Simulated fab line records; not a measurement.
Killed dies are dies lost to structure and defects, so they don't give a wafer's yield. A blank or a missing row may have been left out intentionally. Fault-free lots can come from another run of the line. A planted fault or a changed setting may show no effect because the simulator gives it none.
2 desks, one fault	flow sky130	numbers are kept per desk, each desk with only its own; the story behind them comes last

== METROLOGY DESK ==
What the gauges read, lot by lot, whatever tool the lot ran on: means of the sampled wafers that have a number. Marked OUT: a lot whose mean sits more than 4 standard deviations from the usual mean, which makes it out of limits; the brackets give that distance.
Columns: A = METAL1_ALCU_THK at SKY_METAL1_THK_MEAS_06, usual 260.4 nm; B = VIA1_BOW at SKY_VIA1_BOW_MEAS_03, usual 77 um
lot	first seen here	A	B
L816	day 33 02:44	263.6	82
L822	day 34 13:20	260.5	71
L825	day 35 05:53	259.5	111 (+5.5) OUT
L826	day 35 14:08	258.5	109 (+5.2) OUT
L827	day 36 01:34	259.1	106 (+4.8) OUT
L828	day 36 10:17	259.5	70
L832	day 37 23:26	260.3	73
L833	day 38 06:50	260.2	76
L835	day 38 10:53	263.2	81
L837	day 39 04:21	262.5	79
Finding of this desk: L825, L826, L827 out of limits, first seen on L825 at day 36 09:46 (VIA1_BOW at SKY_VIA1_BOW_MEAS_03). Within limits: L816, L822, L828, L832, L833, L835, L837.

== TOOL OWNER'S DESK, cmp-01 ==
The tool's own readings at SKY_VIA1_CMP_02 (polishes SiO2): means of the sampled wafers that have a number, for each lot that ran on this tool. Marked OUT: a lot whose mean sits more than 4 standard deviations from the usual mean, which makes it out of limits; the brackets give that distance.
Columns: A = edgeZonePressureFrac at SKY_VIA1_CMP_02, usual 1.000; B = headPressurePsi at SKY_VIA1_CMP_02, usual 4.000 psi; C = motorCurrentA at SKY_VIA1_CMP_02, usual 12.6 A
lot	first seen here	A	B	C
L816	day 34 06:47	1.002	4.002	12.9
L822	day 35 16:56	0.998	4.002	12.7
L828	day 37 13:05	0.995	4.006	12.6
L832	day 39 02:04	1.002	3.995	12.7
L833	day 39 08:44	0.994	4.009	12.6
L835	day 39 12:20	0.995	4.005	12.2
Finding of this desk: none of the 6 lots has anything out of limits.

== PUT TOGETHER ==
The metrology desk could have raised an alarm at day 36 09:46, on L825, L826, L827.
The tool owner's desk saw nothing out of limits.
The tool owner's desk has no number on record for L825, L826, L827.
On cmp-01, each named lot ran SKY_VIA1_CMP_02.

== WHAT HAD BEEN PUT IN BY THE SIMULATOR ==
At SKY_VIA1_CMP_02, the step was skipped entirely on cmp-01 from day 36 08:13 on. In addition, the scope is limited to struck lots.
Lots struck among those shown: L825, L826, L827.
Per desk, hours elapsed from the start of the fault to the first reading out of limits: for the metrology desk, 2.
